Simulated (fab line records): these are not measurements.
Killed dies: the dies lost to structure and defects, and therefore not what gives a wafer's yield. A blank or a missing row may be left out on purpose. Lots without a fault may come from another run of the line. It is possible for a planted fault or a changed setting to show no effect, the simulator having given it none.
One fault through the eyes of 2 desks	flow sky130	what lay behind the numbers comes last; until then each desk has only its own

## THE TOOL OWNER'S DESK: cmp-02
The tool's own readings at SKY_VIA1_CMP_02 (polishes SiO2): means of the sampled wafers that have a number, for each lot that ran on this tool. Marked OUT: a lot whose mean sits more than 4 standard deviations from the usual mean, which makes it out of limits; the brackets give that distance.
Columns: A = motor_current_A at SKY_VIA1_CMP_02, usual 11.6 A; B = slurry_flow_ml_min at SKY_VIA1_CMP_02, usual 150.0
lot	first seen here	A	B
L523	day 32 16:47	11.5	150.3
L526	day 33 20:19	11.1	150.2
L534	day 37 11:20	11.4	150.1
L535	day 37 15:29	11.2	149.8
L545	day 39 20:06	11.4	150.0
This desk found nothing out of limits on any of the 5 lots.

## METROLOGY DESK
What the gauges read, lot by lot, whatever tool the lot ran on: means of the sampled wafers that have a number. Marked OUT: a lot whose mean sits more than 4 standard deviations from the usual mean, which makes it out of limits; the brackets give that distance.
Columns: A = cd_nm at SKY_CONTACT_CD_MEAS_14, usual 170.4 nm; B = VIA1_BOW at SKY_VIA1_BOW_MEAS_03, usual 82 um
lot	first seen here	A	B
L522	day 31 08:07	168.7	82
L523	day 31 10:04	171.2	85
L524	day 32 01:17	172.5	71
L525	day 32 05:46	172.5	84
L526	day 32 14:18	171.5	78
L534	day 36 07:40	171.2	82
L535	day 36 11:13	172.2	74
L536	day 36 12:23	167.5	79
L540	day 37 01:51	168.0	80
L544	day 38 12:13	169.2	86
L545	day 38 15:55	169.5	84
This desk found nothing out of limits on any of the 11 lots.

## TAKEN TOGETHER
Nothing out of limits was seen by the tool owner's desk.
At the metrology desk, nothing out of limits was observed.

## WHAT HAD BEEN PUT IN BY THE SIMULATOR
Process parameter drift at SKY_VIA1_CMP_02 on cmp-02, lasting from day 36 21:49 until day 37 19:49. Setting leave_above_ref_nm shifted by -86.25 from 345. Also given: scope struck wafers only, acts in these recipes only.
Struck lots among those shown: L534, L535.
